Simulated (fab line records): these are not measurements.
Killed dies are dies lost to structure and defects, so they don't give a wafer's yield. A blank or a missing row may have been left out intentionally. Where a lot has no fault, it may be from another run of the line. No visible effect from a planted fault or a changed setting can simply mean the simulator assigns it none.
Which tool is to blame? | flow gf180mcu | 13 lots with 38 wafers sampled at 3 steps, on a route of 602 steps

## WHAT EACH GAUGE READ, for each wafer
GF_TOP_METAL_RS_MEAS_05: measures by four-point-probe. Usual: for TOP_METAL_ALCU_RS the level is 0.0329 ohm/sq and the standard deviation is 0.00031.
lot  | measured     | on            | TOP_METAL_ALCU_RS (ohm/sq) | flag
L135 | day 27 00:10 | film metro-02 | 0.0329 0.0330 0.0327       |
L136 | day 27 14:39 | film metro-04 | 0.0329 0.0327 0.0331       |
L138 | day 28 00:07 | film metro-04 | 0.0324 0.0329 0.0324       |
L140 | day 28 16:34 | film metro-02 | 0.0326 0.0327 0.0325       |
L141 | day 29 12:55 | film metro-04 | 0.0332 0.0325              |
L148 | day 31 03:19 | film metro-03 | 0.0329 0.0331 0.0328       |
L150 | day 31 14:39 | film metro-04 | 0.0331 0.0326 0.0330       |
L151 | day 31 23:25 | film metro-03 | 0.0328 0.0330 0.0328       |
L152 | day 32 07:35 | film metro-02 | 0.0327 0.0325 0.0328       |
L153 | day 32 11:38 | film metro-03 | 0.0333 0.0331 0.0335       |
L155 | day 33 00:24 | film metro-02 | 0.0335 0.0332 0.0329       |
L156 | day 33 07:37 | film metro-03 | 0.0324 0.0322 0.0326       |
L158 | day 33 17:22 | film metro-04 | 0.0331 0.0327 0.0328       |

## TOOL THAT RAN EACH LOT (tool first, then ch and the chambers of the sampled wafers, then the start)
lot  | GF_V5_CVD_23                  | GF_V5_CMP_26
L135 | cvd w-01 ch 0,1, day 26 23:22 | cmp-02 ch 0,1, day 26 23:42
L136 | cvd w-01 ch 0,1, day 27 13:50 | cmp-01 ch 0,1, day 27 14:05
L138 | cvd w-01 ch 0,1, day 27 23:18 | cmp-01 ch 1,2,3, day 27 23:35
L140 | cvd w-01 ch 0,1, day 28 15:44 | cmp-02 ch 0,1,3, day 28 16:01
L141 | cvd w-01 ch 0,1, day 29 12:05 | cmp-02 ch 1,2, day 29 12:26
L148 | cvd w-01 ch 0,1, day 31 02:29 | cmp-02 ch 0,3, day 31 02:47
L150 | cvd w-01 ch 0,1, day 31 13:49 | cmp-01 ch 1,2,3, day 31 14:10
L151 | cvd w-01 ch 0, day 31 22:29   | cmp-01 ch 0,3, day 31 22:56
L152 | cvd w-01 ch 0,1, day 32 06:47 | cmp-02 ch 0,1,3, day 32 07:04
L153 | cvd w-02 ch 1, day 32 10:48   | cmp-02 ch 1,2, day 32 11:05
L155 | cvd w-02 ch 0,1, day 32 23:35 | cmp-01 ch 0,1,3, day 32 23:59
L156 | cvd w-02 ch 0,1, day 33 06:47 | cmp-02 ch 1,2,3, day 33 07:05
L158 | cvd w-02 ch 0,1, day 33 16:16 | cmp-01 ch 0,2, day 33 16:48
- GF_V5_CVD_23: deposits W, target thk 350 nm, time 104.9 s.
- GF_V5_CMP_26: polishes, stops on SiO2, t overpolish 15 s, target thk 0 nm.

## AS READ BY THE TOOLS THEMSELVES (means over the sampled wafers that have a number; for cases with no such wafer, the mark the record gives instead)
GF_V5_CVD_23. Usual: heater power w 927 W, standard deviation 39; run length s 132.9 s, standard deviation 0.58.
lot  | tool     | heater power w (W) | run length s (s) | flag
L135 | cvd w-01 | 944                | 132.7            |
L136 | cvd w-01 | 912                | 132.3            |
L138 | cvd w-01 | 929                | 132.8            |
L140 | cvd w-01 | 944                | 132.8            |
L141 | cvd w-01 | 934                | 132.6            |
L148 | cvd w-01 | 902                | 132.6            |
L150 | cvd w-01 | 910                | 132.4            |
L151 | cvd w-01 | 970                | 133.1            |
L152 | cvd w-01 | 947                | 133.0            |
L153 | cvd w-02 | 927                | 133.3            |
L155 | cvd w-02 | 915                | 133.2            |
L156 | cvd w-02 | 932                | 133.2            |
L158 | cvd w-02 | 931                | 133.7            |

GF_V5_CMP_26. Usual: motor current A 10.9 A, standard deviation 1; overpolish run s 15.000 s, standard deviation 0.0088; time to endpoint s 83 s, standard deviation 3.4.
lot  | tool   | motor current A (A) | overpolish run s (s) | time to endpoint s (s) | flag
L135 | cmp-02 | 10.6                | 14.995               | 82                     |
L136 | cmp-01 | 10.9                | 15.005               | 86                     |
L138 | cmp-01 | 10.7                | 14.997               | 85                     |
L140 | cmp-02 | 10.2                | 15.000               | 83                     |
L141 | cmp-02 | 11.3                | 14.984               | 82                     |
L148 | cmp-02 | 10.4                | 15.002               | 83                     |
L150 | cmp-01 | 10.6                | 15.007               | 81                     |
L151 | cmp-01 | 11.8                | 15.002               | 77                     |
L152 | cmp-02 | 10.4                | 15.007               | 80                     |
L153 | cmp-02 | 11.6                | 14.998               | 83                     |
L155 | cmp-01 | 10.9                | 15.005               | 80                     |
L156 | cmp-02 | 10.8                | 14.994               | 87                     |
L158 | cmp-01 | 11.8                | 15.000               | 79                     |

## THE ANSWER, worked out from the rows above alone
Rule: take the mean of a lot's wafers that have a number; if it is more than 3 standard deviations from the usual mean, the lot is off. Also off: a lot with no number at a reading for which 4 or more lots have one. Any other lot the step has rows for is counted as sound. The gauges are gone through in route order, then the tools' own readings, and for those a lot's mean is taken as printed above. The first step at which some lot is off is used, and at that step the reading that is off furthest; a lot without a number counts as furthest.
No lot is off on any of the readings shown, so nothing can be concluded from this.

## WHAT THE SIMULATOR PUT IN
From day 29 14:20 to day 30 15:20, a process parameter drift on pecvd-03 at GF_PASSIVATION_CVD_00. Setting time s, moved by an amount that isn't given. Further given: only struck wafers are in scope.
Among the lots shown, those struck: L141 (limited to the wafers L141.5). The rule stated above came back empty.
